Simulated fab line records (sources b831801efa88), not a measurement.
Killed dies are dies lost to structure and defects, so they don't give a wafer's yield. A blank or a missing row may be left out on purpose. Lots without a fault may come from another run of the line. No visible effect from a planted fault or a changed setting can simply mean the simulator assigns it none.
What tool caused it? / flow sfqLine / Sampling: 14 lots, 42 wafers, 2 of 325 route steps

== WHAT EACH GAUGE READ, for each wafer ==
SFQ_M1_RS_MEAS_909: a four-point-probe measurement.
lot=L461; measured=day 14 22:36; on=filmMetro-04; M1_NB_RS (ohm/sq)=0.882 0.890 0.890
lot=L463; measured=day 15 19:27; on=filmMetro-03; M1_NB_RS (ohm/sq)=0.886 0.881 0.877
lot=L465; measured=day 16 05:13; on=filmMetro-04; M1_NB_RS (ohm/sq)=0.878 0.878 0.874
lot=L469; measured=day 18 19:36; on=filmMetro-03; M1_NB_RS (ohm/sq)=0.896 0.899 0.888
lot=L470; measured=day 19 09:40; on=filmMetro-03; M1_NB_RS (ohm/sq)=0.880 0.876 0.880
lot=L471; measured=day 19 20:35; on=filmMetro-03; M1_NB_RS (ohm/sq)=0.879 0.876 0.882
lot=L472; measured=day 20 02:37; on=filmMetro-04; M1_NB_RS (ohm/sq)=0.884 0.881 0.882
lot=L473; measured=day 20 05:32; on=filmMetro-03; M1_NB_RS (ohm/sq)=0.883 0.881 0.880
lot=L474; measured=day 20 17:31; on=filmMetro-01; M1_NB_RS (ohm/sq)=1.369 0.901 1.384
lot=L475; measured=day 21 13:55; on=filmMetro-01; M1_NB_RS (ohm/sq)=1.372 0.898 1.369
lot=L481; measured=day 25 09:47; on=filmMetro-04; M1_NB_RS (ohm/sq)=0.889 0.880 0.886
lot=L482; measured=day 25 16:26; on=filmMetro-04; M1_NB_RS (ohm/sq)=0.880 0.881 0.880
lot=L483; measured=day 26 04:34; on=filmMetro-01; M1_NB_RS (ohm/sq)=0.889 0.901 0.895
lot=L484; measured=day 26 20:29; on=filmMetro-03; M1_NB_RS (ohm/sq)=0.887 0.889 0.893

== TOOL THAT RAN EACH LOT (tool first, then ch and the chambers of the sampled wafers, then the start) ==
lot=L461; SFQ_TRILAYER_M1_DEP_SPUTTER_037=pvdSputter-06, day 14 22:29
lot=L463; SFQ_TRILAYER_M1_DEP_SPUTTER_037=pvdSputter-04, day 15 19:20
lot=L465; SFQ_TRILAYER_M1_DEP_SPUTTER_037=pvdSputter-03, day 16 05:04
lot=L469; SFQ_TRILAYER_M1_DEP_SPUTTER_037=pvdSputter-04, day 18 19:30
lot=L470; SFQ_TRILAYER_M1_DEP_SPUTTER_037=pvdSputter-03, day 19 09:34
lot=L471; SFQ_TRILAYER_M1_DEP_SPUTTER_037=pvdSputter-03, day 19 20:29
lot=L472; SFQ_TRILAYER_M1_DEP_SPUTTER_037=pvdSputter-03, day 20 02:29
lot=L473; SFQ_TRILAYER_M1_DEP_SPUTTER_037=pvdSputter-06, day 20 05:25
lot=L474; SFQ_TRILAYER_M1_DEP_SPUTTER_037=pvdSputter-03, day 20 17:25
lot=L475; SFQ_TRILAYER_M1_DEP_SPUTTER_037=pvdSputter-03, day 21 13:49
lot=L481; SFQ_TRILAYER_M1_DEP_SPUTTER_037=pvdSputter-04, day 25 09:41
lot=L482; SFQ_TRILAYER_M1_DEP_SPUTTER_037=pvdSputter-03, day 25 16:21
lot=L483; SFQ_TRILAYER_M1_DEP_SPUTTER_037=pvdSputter-03, day 26 04:28
lot=L484; SFQ_TRILAYER_M1_DEP_SPUTTER_037=pvdSputter-03, day 26 20:24
- SFQ_TRILAYER_M1_DEP_SPUTTER_037: material Nb, target thk 200 nm, time 133.3 s.

== AS READ BY THE TOOLS THEMSELVES (means over the sampled wafers that have a number; for cases with no such wafer, the mark the record gives instead) ==
SFQ_TRILAYER_M1_DEP_SPUTTER_037.
lot=L461; tool=pvdSputter-06; throttleValvePct (%)=29.2
lot=L463; tool=pvdSputter-04; throttleValvePct (%)=30.7
lot=L465; tool=pvdSputter-03; throttleValvePct (%)=29.3
lot=L469; tool=pvdSputter-04; throttleValvePct (%)=29.6
lot=L470; tool=pvdSputter-03; throttleValvePct (%)=29.4
lot=L471; tool=pvdSputter-03; throttleValvePct (%)=29.1
lot=L472; tool=pvdSputter-03; throttleValvePct (%)=29.8
lot=L473; tool=pvdSputter-06; throttleValvePct (%)=29.7
lot=L474; tool=pvdSputter-03; throttleValvePct (%)=29.3
lot=L475; tool=pvdSputter-03; throttleValvePct (%)=29.9
lot=L481; tool=pvdSputter-04; throttleValvePct (%)=30.5
lot=L482; tool=pvdSputter-03; throttleValvePct (%)=29.3
lot=L483; tool=pvdSputter-03; throttleValvePct (%)=29.7
lot=L484; tool=pvdSputter-03; throttleValvePct (%)=29.6

== THE ANSWER, worked out from the rows above alone ==
Rule: usual is defined by the lots themselves. The widest of any qualifying gaps counts: lots, ordered by their means at a reading, are off when they make up no more than a third of the lots, leave a main group of 4 or more, and stand apart from it by 3 or more times the standard deviation of that group's means. The tables above print the reading to a certain number of digits; a main group whose means all agree to those digits is not used. Also off: a lot with no number at a reading for which 4 or more lots have one. Where the step has rows for the other lots, those lots are counted as sound. After the gauges, taken in route order, come the tools' own readings; for these a lot's mean is taken, as printed above. At the first step where some lot is off, the reading lying furthest off is the one used; lots without a number count as furthest.
Off: L474, L475, seen at SFQ_M1_RS_MEAS_909 (M1_NB_RS). The main group: mean 0.884 ohm/sq, standard deviation 0.0058.
A tool fits if, at a process step before that reading, it ran every lot that is off, and no sound lot after the first of them. Those tools and the gauges at SFQ_M1_RS_MEAS_909 are tried in the same way. No candidate that was tried fits.

== WHAT WAS PUT IN BY THE SIMULATOR ==
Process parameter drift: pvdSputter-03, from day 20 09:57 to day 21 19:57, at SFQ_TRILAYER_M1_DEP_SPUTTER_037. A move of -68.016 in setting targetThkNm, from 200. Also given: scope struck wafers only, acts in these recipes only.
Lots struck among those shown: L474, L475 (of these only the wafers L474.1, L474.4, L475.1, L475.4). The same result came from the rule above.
